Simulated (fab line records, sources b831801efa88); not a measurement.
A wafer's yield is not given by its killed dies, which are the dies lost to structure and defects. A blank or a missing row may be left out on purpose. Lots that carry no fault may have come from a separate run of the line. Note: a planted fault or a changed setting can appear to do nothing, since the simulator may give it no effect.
The tool behind it: which one? / flow gf180mcu / 42 wafers from 14 lots sampled at 6 of the route's 602 steps

## WHAT THE GAUGES SHOWED, per wafer
GF_VT_IMPLANT_OVL_MEAS_18.
lot=L617; measured=day 6 05:38; on=overlay-02; VT_IMPLANT_01_OVL (nm)=-0.6 -1.2 0.8
lot=L618; measured=day 6 12:23; on=overlay-01; VT_IMPLANT_01_OVL (nm)=0.4 -1.6 0.0
lot=L619; measured=day 6 18:23; on=overlay-01; VT_IMPLANT_01_OVL (nm)=2.4 0.8 2.6
lot=L620; measured=day 7 01:04; on=overlay-01; VT_IMPLANT_01_OVL (nm)=-2.0 -1.7 0.5
lot=L621; measured=day 7 08:43; on=overlay-01; VT_IMPLANT_01_OVL (nm)=-0.4 -1.1 0.0
lot=L623; measured=day 7 22:59; on=overlay-01; VT_IMPLANT_01_OVL (nm)=1.0 0.5 -0.3
lot=L625; measured=day 8 08:35; on=overlay-01; VT_IMPLANT_01_OVL (nm)=0.8 -1.3 -0.3
lot=L627; measured=day 8 23:30; on=overlay-02; VT_IMPLANT_01_OVL (nm)=-0.9 -0.4 -0.6
lot=L628; measured=day 9 05:29; on=overlay-02; VT_IMPLANT_01_OVL (nm)=-2.4 -0.3 -1.6
lot=L629; measured=day 9 09:16; on=overlay-01; VT_IMPLANT_01_OVL (nm)=0.0 0.0 0.4
lot=L632; measured=day 10 06:01; on=overlay-01; VT_IMPLANT_01_OVL (nm)=- - -
lot=L634; measured=day 10 18:54; on=overlay-01; VT_IMPLANT_01_OVL (nm)=- - -
lot=L638; measured=day 11 20:35; on=overlay-02; VT_IMPLANT_01_OVL (nm)=-1.1 -3.5 -3.1
lot=L640; measured=day 12 11:10; on=overlay-02; VT_IMPLANT_01_OVL (nm)=-3.5 -3.2 -2.4

GF_VT_IMPLANT_TW_MEAS_21.
lot=L617; measured=day 6 05:56; on=film-metro-04; VT_IMPLANT_2_TW=1214 1211 1209
lot=L618; measured=day 6 12:40; on=film-metro-04; VT_IMPLANT_2_TW=1213 1217 1214
lot=L619; measured=day 6 18:40; on=film-metro-04; VT_IMPLANT_2_TW=1210 1209 1207
lot=L620; measured=day 7 01:21; on=film-metro-04; VT_IMPLANT_2_TW=1227 1219 1224
lot=L621; measured=day 7 09:01; on=film-metro-04; VT_IMPLANT_2_TW=1229 1219 1220
lot=L623; measured=day 7 23:16; on=film-metro-02; VT_IMPLANT_2_TW=1205 1204 1209
lot=L625; measured=day 8 08:53; on=film-metro-02; VT_IMPLANT_2_TW=1219 1212 1209
lot=L627; measured=day 8 23:47; on=film-metro-03; VT_IMPLANT_2_TW=1220 1220 1218
lot=L628; measured=day 9 05:46; on=film-metro-02; VT_IMPLANT_2_TW=1216 1208 1213
lot=L629; measured=day 9 09:33; on=film-metro-03; VT_IMPLANT_2_TW=1209 1208 1211
lot=L632; measured=day 10 06:19; on=film-metro-02; VT_IMPLANT_2_TW=30 30 30
lot=L634; measured=day 10 19:11; on=film-metro-04; VT_IMPLANT_2_TW=30 30 30
lot=L638; measured=day 11 20:52; on=film-metro-03; VT_IMPLANT_2_TW=1218 1213 1223
lot=L640; measured=day 12 11:27; on=film-metro-03; VT_IMPLANT_2_TW=1227 1216 1216

GF_CONTACT_THK_MEAS_03.
lot=L617; measured=day 15 02:59; on=film-metro-01; CONTACT_CVD_02_THK (nm)=849 862 849
lot=L618; measured=day 15 16:25; on=film-metro-01; CONTACT_CVD_02_THK (nm)=850 854 864
lot=L619; measured=day 15 21:02; on=film-metro-02; CONTACT_CVD_02_THK (nm)=847 860 873
lot=L620; measured=day 16 07:14; on=film-metro-04; CONTACT_CVD_02_THK (nm)=856 854 855
lot=L621; measured=day 16 22:34; on=film-metro-02; CONTACT_CVD_02_THK (nm)=866 855 870
lot=L623; measured=day 17 12:29; on=film-metro-04; CONTACT_CVD_02_THK (nm)=819 840 862
lot=L625; measured=day 18 03:12; on=film-metro-04; CONTACT_CVD_02_THK (nm)=864 879 887
lot=L627; measured=day 19 00:22; on=film-metro-02; CONTACT_CVD_02_THK (nm)=850 862 882
lot=L628; measured=day 19 15:07; on=film-metro-01; CONTACT_CVD_02_THK (nm)=864 886 880
lot=L629; measured=day 19 16:44; on=film-metro-02; CONTACT_CVD_02_THK (nm)=864 881 857
lot=L638; measured=day 22 17:14; on=film-metro-04; CONTACT_CVD_02_THK (nm)=849 871 870
lot=L640; measured=day 23 11:14; on=film-metro-01; CONTACT_CVD_02_THK (nm)=848 867 860

GF_M1_RS_MEAS_05: uses a four-point probe to measure.
lot=L617; measured=day 16 02:56; on=film-metro-03; M1_ALCU_RS (ohm/sq)=0.0690 0.0689 0.0704
lot=L618; measured=day 16 16:32; on=film-metro-03; M1_ALCU_RS (ohm/sq)=0.0701 0.0694 0.0692
lot=L619; measured=day 16 20:56; on=film-metro-04; M1_ALCU_RS (ohm/sq)=0.0683 0.0698 0.0688
lot=L620; measured=day 17 08:22; on=film-metro-04; M1_ALCU_RS (ohm/sq)=0.0687 0.0687 0.0682
lot=L621; measured=day 18 00:13; on=film-metro-03; M1_ALCU_RS (ohm/sq)=0.0694 0.0702 0.0694
lot=L623; measured=day 18 14:43; on=film-metro-04; M1_ALCU_RS (ohm/sq)=0.0693 0.0687 0.0691
lot=L625; measured=day 19 06:12; on=film-metro-02; M1_ALCU_RS (ohm/sq)=0.0682 0.0689 0.0687
lot=L627; measured=day 20 02:34; on=film-metro-03; M1_ALCU_RS (ohm/sq)=0.0686 0.0684 0.0689
lot=L628; measured=day 20 17:46; on=film-metro-03; M1_ALCU_RS (ohm/sq)=0.0694 0.0706 0.0689
lot=L629; measured=day 20 19:05; on=film-metro-02; M1_ALCU_RS (ohm/sq)=0.0697 0.0701 0.0695
lot=L638; measured=day 23 18:10; on=film-metro-03; M1_ALCU_RS (ohm/sq)=0.0685 0.0692 0.0690
lot=L640; measured=day 24 11:54; on=film-metro-04; M1_ALCU_RS (ohm/sq)=0.0695 0.0682 0.0697

## WHAT TOOL EACH LOT RAN ON (gives the tool, then ch and the chambers of the sampled wafers, and finally the start)
lot=L617; GF_VT_IMPLANT_DEVELOP_17=litho-track-01 ch 0, day 6 05:32; GF_M1_SPUTTER_01=pvd-sputter-01, day 16 02:46
lot=L618; GF_VT_IMPLANT_DEVELOP_17=litho-track-01 ch 0, day 6 12:14; GF_M1_SPUTTER_01=pvd-sputter-03, day 16 16:25
lot=L619; GF_VT_IMPLANT_DEVELOP_17=litho-track-01 ch 0, day 6 18:15; GF_M1_SPUTTER_01=pvd-sputter-01, day 16 20:48
lot=L620; GF_VT_IMPLANT_DEVELOP_17=litho-track-03 ch 0, day 7 00:56; GF_M1_SPUTTER_01=pvd-sputter-04, day 17 08:14
lot=L621; GF_VT_IMPLANT_DEVELOP_17=litho-track-03 ch 0, day 7 08:38; GF_M1_SPUTTER_01=pvd-sputter-03, day 18 00:02
lot=L623; GF_VT_IMPLANT_DEVELOP_17=litho-track-01 ch 0, day 7 22:50; GF_M1_SPUTTER_01=pvd-sputter-03, day 18 14:36
lot=L625; GF_VT_IMPLANT_DEVELOP_17=litho-track-01 ch 0, day 8 08:29; GF_M1_SPUTTER_01=pvd-sputter-03, day 19 06:02
lot=L627; GF_VT_IMPLANT_DEVELOP_17=litho-track-02 ch 0, day 8 23:21; GF_M1_SPUTTER_01=pvd-sputter-01, day 20 02:27
lot=L628; GF_VT_IMPLANT_DEVELOP_17=litho-track-01 ch 0, day 9 05:20; GF_M1_SPUTTER_01=pvd-sputter-01, day 20 17:39
lot=L629; GF_VT_IMPLANT_DEVELOP_17=litho-track-02 ch 0, day 9 09:09; GF_M1_SPUTTER_01=pvd-sputter-04, day 20 18:55
lot=L632; GF_VT_IMPLANT_DEVELOP_17=litho-track-02 ch 0, day 10 05:55; GF_M1_SPUTTER_01=-
lot=L634; GF_VT_IMPLANT_DEVELOP_17=litho-track-02 ch 0, day 10 18:45; GF_M1_SPUTTER_01=-
lot=L638; GF_VT_IMPLANT_DEVELOP_17=litho-track-01 ch 0, day 11 20:27; GF_M1_SPUTTER_01=pvd-sputter-04, day 23 18:02
lot=L640; GF_VT_IMPLANT_DEVELOP_17=litho-track-03 ch 0, day 12 11:02; GF_M1_SPUTTER_01=pvd-sputter-03, day 24 11:46
- GF_VT_IMPLANT_DEVELOP_17: develop time 60 s.
- GF_M1_SPUTTER_01: material TiN, target thk 30 nm, time 25 s.

## WHAT THE TOOLS THEMSELVES READ (means of the sampled wafers that have a number; where no wafer has one, the mark that the record gives instead)
GF_M1_SPUTTER_01.
lot=L617; tool=pvd-sputter-01; throttle-valve-pct (%)=29.7
lot=L618; tool=pvd-sputter-03; throttle-valve-pct (%)=30.1
lot=L619; tool=pvd-sputter-01; throttle-valve-pct (%)=29.5
lot=L620; tool=pvd-sputter-04; throttle-valve-pct (%)=29.1
lot=L621; tool=pvd-sputter-03; throttle-valve-pct (%)=30.1
lot=L623; tool=pvd-sputter-03; throttle-valve-pct (%)=29.9
lot=L625; tool=pvd-sputter-03; throttle-valve-pct (%)=29.4
lot=L627; tool=pvd-sputter-01; throttle-valve-pct (%)=29.2
lot=L628; tool=pvd-sputter-01; throttle-valve-pct (%)=30.0
lot=L629; tool=pvd-sputter-04; throttle-valve-pct (%)=30.3
lot=L638; tool=pvd-sputter-04; throttle-valve-pct (%)=29.7
lot=L640; tool=pvd-sputter-03; throttle-valve-pct (%)=29.2

## THE ANSWER, worked out from the rows above alone
Rule: the usual values come from the lots themselves. Put in order of their means at a reading, lots are off if they are a third of the lots or fewer, leave a main group of 4 or more, and stand apart from it by a gap of 3 or more times the standard deviation of the main group's means; of several such gaps the widest counts. A main group whose means are all the same, to the digits that the tables above print for the reading, isn't used. A lot without any number at a reading at which 4 lots or more have one is off too. Where the step has rows for the other lots, those lots are counted as sound. The gauges are gone through in route order, then the tools' own readings, and for those a lot's mean is taken as printed above. The first step at which some lot is off is used, and at that step the reading that is off furthest; a lot without a number counts as furthest.
Off: at GF_VT_IMPLANT_OVL_MEAS_18 (VT_IMPLANT_01_OVL), L632, L634. Without a number there: L632, L634. Main group: mean -0.6 nm, sd 1.3.
A tool fits if, at a process step before that reading, it ran every lot that is off, and no sound lot after the first of them. The gauges at GF_VT_IMPLANT_OVL_MEAS_18 aren't tried: what is off there is off at GF_VT_IMPLANT_TW_MEAS_21 too, on other tools, and a gauge's error can't cause that. One fits: litho-track-02 at GF_VT_IMPLANT_DEVELOP_17. A fault onset in the window from L629 (day 9 09:09, its last sound lot) to L632 (day 10 05:55, its first lot off) fits.

## WHAT HAD BEEN PUT IN BY THE SIMULATOR
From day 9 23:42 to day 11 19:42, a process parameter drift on litho-track-02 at GF_VT_IMPLANT_DEVELOP_17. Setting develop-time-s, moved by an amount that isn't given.
Struck lots among those shown: L632, L634. Same finding as the rule above.
